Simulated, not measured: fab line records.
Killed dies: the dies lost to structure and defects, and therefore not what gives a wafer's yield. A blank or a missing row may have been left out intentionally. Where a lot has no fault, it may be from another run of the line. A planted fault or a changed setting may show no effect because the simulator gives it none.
Comparing a struck lot with a sound one -- flow sky130 -- 34 out of 708 route steps
Sound: wafers L589.2, L589.5, L589.6. Wafers struck: L577.1, L577.3, L577.4. The cause is given at the end.
Per side, at each step with rows, come the tool, then ch with its chambers, and then its first start. Under that, the readings that differ: sound wafers -- struck wafers -- difference of the means -- sigmas: that difference in standard deviations of wafers without a fault.
alike: readings with means less than 2 such deviations apart, plus words and numbers identical on both sides. not compared: withheld readings, readings lacking a value on some wafer, bounds such as >300 that could conceal the same value, and numbers that have no deviation in the record and whose values overlap.
Wherever a step has rows on one side only, a row that says differs or no value, or a row with sigmas, the two part there. Numbers that have no deviation but don't overlap get no sigmas and don't part them. A reading that every wafer of one side lacks parts them only if that side has two wafers or more.

first, 9 steps without rows for these wafers: SKY_METAL1_DEHYDRATE_07 (time 60 s); SKY_METAL1_HMDS_08 (prime time 60 s); SKY_METAL1_COAT_09 (resist thk 60 nm); SKY_METAL1_COAT_10 (resist thk 450 nm); SKY_METAL1_SOFTBAKE_11 (time 90 s); SKY_METAL1_EXPOSE_12 (exposes mask MM1, target cd 140 nm); SKY_METAL1_PEB_13; SKY_METAL1_DEVELOP_14 (develop time 60 s); SKY_METAL1_DESCUM_17 (chemistry O2, time 8 s).
SKY_METAL1_ETCH_18: etches BARC in N2/H2, stops on SiO2, time 45.9 s, target depth 60 nm.
  sound on rieMetal-01 ch 0,1, day 39 16:17; struck on rieMetal-04 ch 0,1, day 36 18:09
  alike: biasW, drypumpMotorCurrentA, oesProductAu, throttleValvePct
  not compared: rfHoursCounterH
then, 23 steps without rows for these wafers: SKY_METAL1_METAL_ETCH_19 (etches the open film in Cl2/BCl3, stops on SiO2, target depth 360 nm, time 78 s); SKY_METAL1_STRIP_20 (strips in O2/N2); SKY_METAL1_STRIP_21 (strips in post etch residue remover, time 1200 s); SKY_METAL1_CLEAN_22 (cleans in IPA, time 180 s); SKY_METAL1_CLEAN_23 (cleans in O3/DIW); SKY_VIA1_HDPCVD_00 (deposits SiO2, target thk 1030 nm, time 171.7 s); SKY_VIA1_CMP_02 (polishes SiO2); SKY_VIA1_DEHYDRATE_04 (time 60 s); SKY_VIA1_HMDS_05 (prime time 60 s); SKY_VIA1_COAT_06 (resist thk 60 nm); SKY_VIA1_COAT_07 (resist thk 450 nm); SKY_VIA1_SOFTBAKE_08 (time 90 s); SKY_VIA1_EXPOSE_09 (exposes mask VIM, target cd 150 nm); SKY_VIA1_PEB_10; SKY_VIA1_DEVELOP_11 (develop time 60 s); SKY_VIA1_ETCH_14 (etches BARC in N2/H2, stops on SiO2, time 45.9 s, target depth 60 nm); SKY_VIA1_ETCH_15 (etches SiO2 in C4F8/O2/Ar, stops on TiN, target depth 351 nm, time 54 s); SKY_VIA1_STRIP_16 (strips in O2/N2); SKY_VIA1_STRIP_17 (strips in post etch residue remover, time 1200 s); SKY_VIA1_CLEAN_18 (cleans in IPA, time 180 s); SKY_VIA1_CLEAN_19 (cleans in O3/DIW); SKY_VIA1_SPUTTER_20 (material TiN, target thk 20 nm, time 80 s); SKY_VIA1_CVD_21 (deposits W, target thk 270 nm, time 80.902 s).
-- the record jumps here: 12 days lie between the struck wafers' starts before and after (it left off in module VIA1 and takes up again in module PAD_OPEN, whose first step shown is number 708 of the route) --
SKY_PAD_OPEN_PROBE_99:
  struck on prober-02, day 48 09:14; sound on prober-01, day 50 18:34
reading,sound,struck,difference,sigmas
defectLimitedYield (%),81.7 82.3 82.9,79.7 79.5 72.8,-5.0,-3
killed_at_M0_to_M3,45 52 40,63 67 97,+30,+5
killedDies,90 87 84,100 101 134,+25,+3
sort_bin_3_pad_short (%),0.8 0.2 0.2,2.6 1.8 5.9,+3.0,+7
sortNPass,402 405 408,392 391 358,-25,-3
sortYieldPct (%),81.7 82.3 82.9,79.7 79.5 72.8,-5.0,-3
model.etest.tester.sortNPass,402 405 408,392 391 358,-25,
model.etest.tester.sortYieldPct (%),81.71 82.32 82.93,79.67 79.47 72.76,-5.02,
model.etest.tester.sort_bin_3_pct (%),0.813 0.2033 0.2033,2.642 1.829 5.894,+3.048,
  alike: killed_at_M4_up, killedAtContacts, killedAtFrontEnd, killedAtOther, killedOpen, killedShort, sort_bin_5_function, sort_bin_6_memory
  not compared: model.etest.tester.sort_bin_5_pct

== WHERE THEY PART ==
At SKY_PAD_OPEN_PROBE_99 and nowhere else, as far as this record goes.

WHY: what had been put in by the simulator
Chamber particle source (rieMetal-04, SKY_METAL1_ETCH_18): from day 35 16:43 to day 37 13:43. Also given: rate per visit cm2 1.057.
